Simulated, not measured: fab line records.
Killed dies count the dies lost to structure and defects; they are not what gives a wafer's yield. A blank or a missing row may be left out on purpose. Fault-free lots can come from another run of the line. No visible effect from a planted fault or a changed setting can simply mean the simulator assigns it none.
One fault through the eyes of 2 desks / flow sky130 / what lay behind the numbers comes last; until then each desk has only its own

## METROLOGY DESK
Means of the sampled wafers that have a number, per lot and without regard to the tool the lot ran on: this is what the gauges read. Any lot whose mean is over 4 standard deviations away from the usual mean is out of limits and marked OUT; that distance is given in the brackets.
Columns: A = cdNm at SKY_METAL4_CD_MEAS_13, usual 299.9 nm; B = METAL4_OVL at SKY_METAL4_OVL_MEAS_14, usual -1 nm
lot=L324; first seen here=day 41 11:44; A=302.8; B=-3
lot=L330; first seen here=day 43 18:28; A=298.8; B=-4
lot=L329; first seen here=day 44 00:43; A=300.7; B=8
lot=L334; first seen here=day 44 13:47; A=300.7; B=7
lot=L336; first seen here=day 44 23:14; A=299.4; B=1
lot=L347; first seen here=day 47 18:14; A=299.6; B=2
This desk's finding: nothing out of limits on any of the 6 lots.

## THE TOOL OWNER'S DESK: rieMetal-01
The tool's own readings at SKY_METAL4_ETCH_16 (etches BARC in N2/H2, stops on SiO2, time 88.2 s, target depth 60 nm): means of the sampled wafers that have a number, for each lot that ran on this tool. Any lot whose mean is over 4 standard deviations away from the usual mean is out of limits and marked OUT; that distance is given in the brackets.
Columns: A = biasW at SKY_METAL4_ETCH_16, usual 100.01 W; B = drypumpMotorCurrentA at SKY_METAL4_ETCH_16, usual 6.0 A; C = oesProductAu at SKY_METAL4_ETCH_16, usual 0.626 a.u.; D = throttleValvePct at SKY_METAL4_ETCH_16, usual 13.204 %
lot=L330; first seen here=day 43 18:38; A=100.06; B=5.2; C=0.621; D=13.199
lot=L329; first seen here=day 44 00:53; A=104.98 (+18) OUT; B=5.6; C=0.624; D=13.198
lot=L336; first seen here=day 44 23:26; A=102.27 (+8.1) OUT; B=6.0; C=0.624; D=13.196
This desk's finding: out of limits on L329, L336; first on L329, day 44 00:53 (biasW at SKY_METAL4_ETCH_16). In limits: L330.

## BROUGHT TOGETHER
The tool owner's desk had the chance to raise an alarm at day 44 00:53 on L329, L336.
Nothing out of limits was seen by the metrology desk.
The metrology desk holds a record of L329, L336, inside its limits.
On rieMetal-01, each named lot ran SKY_METAL4_ETCH_16.

## WHAT THE SIMULATOR HAD PUT IN
rieMetal-01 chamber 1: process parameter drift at SKY_METAL4_ETCH_16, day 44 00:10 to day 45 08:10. From 100, the setting biasW moved by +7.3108. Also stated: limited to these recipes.
Struck lots among those shown: L329, L336.
How many hours passed from the start of the fault until each desk's first out-of-limits reading: the tool owner's desk, 1.
